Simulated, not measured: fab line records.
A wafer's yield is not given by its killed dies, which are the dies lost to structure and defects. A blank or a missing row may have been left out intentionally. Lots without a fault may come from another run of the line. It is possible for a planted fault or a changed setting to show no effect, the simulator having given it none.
Problem report in the 8D (eight disciplines) form, filled by code :: flow sky130 :: the parts of the form that need people (team, actions taken, sign-off) are left out

== 1. PROBLEM STATEMENT ==
Wafers free of any fault read 180.2 nm (standard deviation 1.6) for POLY_GATE_CVD_00_THK at SKY_POLY_GATE_THK_MEAS_01, against a mean of 135.4 nm on 9 wafers of 3 lots. Relative to the usual mean, that is a shift of -28 standard deviations.
First observed at day 17 17:17: wafer L790.2, on film_metro-03. At this step, 33 wafers from 11 lots have a number in the record. Rule for "out", or "out of limits": more than 4 standard deviations from the usual mean. Any other wafer with a number is counted as sound.

== 2. WHAT THIS IS AND IS NOT ==
question: which readings at this step
is: POLY_GATE_CVD_00_THK
is not: -

question: which lots
is: L790, L791, L792
is not: L780, L781, L783, L798, L799, L800, L801, L802

question: which wafers of those lots
is: all that have a number
is not: -

question: read on which gauges
is: film_metro-01, film_metro-03
is not: film_metro-02

question: when
is: from day 17 17:17
is not: up to then (9 sound wafers); but 15 sound wafers of L798, L799, L800, L801, L802 came after

== 3. WHAT RULES OUT EACH SUSPECT ==
Counting: a tool stays on the suspect list if, at a process step up to the reading, it processed all lots that are out and no sound lot following the first of them.
- ruled out: the gauge at SKY_POLY_GATE_THK_MEAS_01. 2 gauges (film_metro-01, film_metro-03) read the wafers that are out.
- lpcvd-01 at SKY_POLY_GATE_CVD_00 (deposits poly-Si, target thk 180 nm, time 720 s): ruled out as a lasting fault. The sound lots L798, L799, L800, L802, L801 went through it after L790, its earliest lot that is out (day 17 16:05).
Left after counting: nothing in the record.

== 4. THE CAUSE (what the simulator had put in) ==
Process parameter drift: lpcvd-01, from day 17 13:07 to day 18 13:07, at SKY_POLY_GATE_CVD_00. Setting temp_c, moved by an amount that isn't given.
Counting ruled it out, wrongly: the rule takes a fault to strike every lot that its tool runs from its start on, and this one did not.

== 5. SEQUENCE OF EFFECTS, ordered by route ==
Rows list readings where the struck wafers' mean (over those with a number) sits beyond 3 standard deviations from the usual. Only readings for which the record gives a usual standard deviation are gone through. hours: the time from each lot's start at the first step in this table that gives one to its start at this step, as a median over the lots. sigmas: the change in usual standard deviations.
hours: 0
step: SKY_POLY_GATE_CVD_00
reading: spike_tc_bottom_C
usual: 642 C
on struck wafers: 628
change: -14
sigmas: -3.7

hours: 0
step: SKY_POLY_GATE_CVD_00
reading: spike_tc_centre_C
usual: 621.8 C
on struck wafers: 610.2
change: -11.6
sigmas: -12

hours: 0
step: SKY_POLY_GATE_CVD_00
reading: spike_tc_lower_C
usual: 618.6 C
on struck wafers: 606.7
change: -11.9
sigmas: -9.9

hours: 0
step: SKY_POLY_GATE_CVD_00
reading: spike_tc_top_C
usual: 639.8 C
on struck wafers: 628.5
change: -11.3
sigmas: -6.3

hours: 0
step: SKY_POLY_GATE_CVD_00
reading: spike_tc_upper_C
usual: 621.0 C
on struck wafers: 607.6
change: -13.4
sigmas: -7.1

hours: 1
step: SKY_POLY_GATE_THK_MEAS_01
reading: POLY_GATE_CVD_00_THK
usual: 180.2 nm
on struck wafers: 135.4
change: -44.8
sigmas: -28

hours: 65
step: SKY_POLY_GATE_ETCH_17
reading: oes_product_au
usual: 0.984 a.u.
on struck wafers: 0.813
change: -0.171
sigmas: -25
Here are the process steps it includes:
- SKY_POLY_GATE_CVD_00: deposits poly-Si, target thk 180 nm, time 720 s.
- SKY_POLY_GATE_ETCH_17: etches poly-Si in HBr/Cl2, stops on SiO2, target depth 180 nm, time 70.5 s.

== 6. HOW IT WOULD HAVE BEEN CAUGHT EARLIER ==
The first out-of-limits reading at a measuring or inspecting step in this record came at day 17 17:17, 4 hours after the fault's start at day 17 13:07.
Tool's own readings at SKY_POLY_GATE_CVD_00, spike_tc_centre_C, spike_tc_lower_C, spike_tc_top_C, spike_tc_upper_C: out on all struck wafers the step has rows for; an alarm limit on them would have tripped on the first.
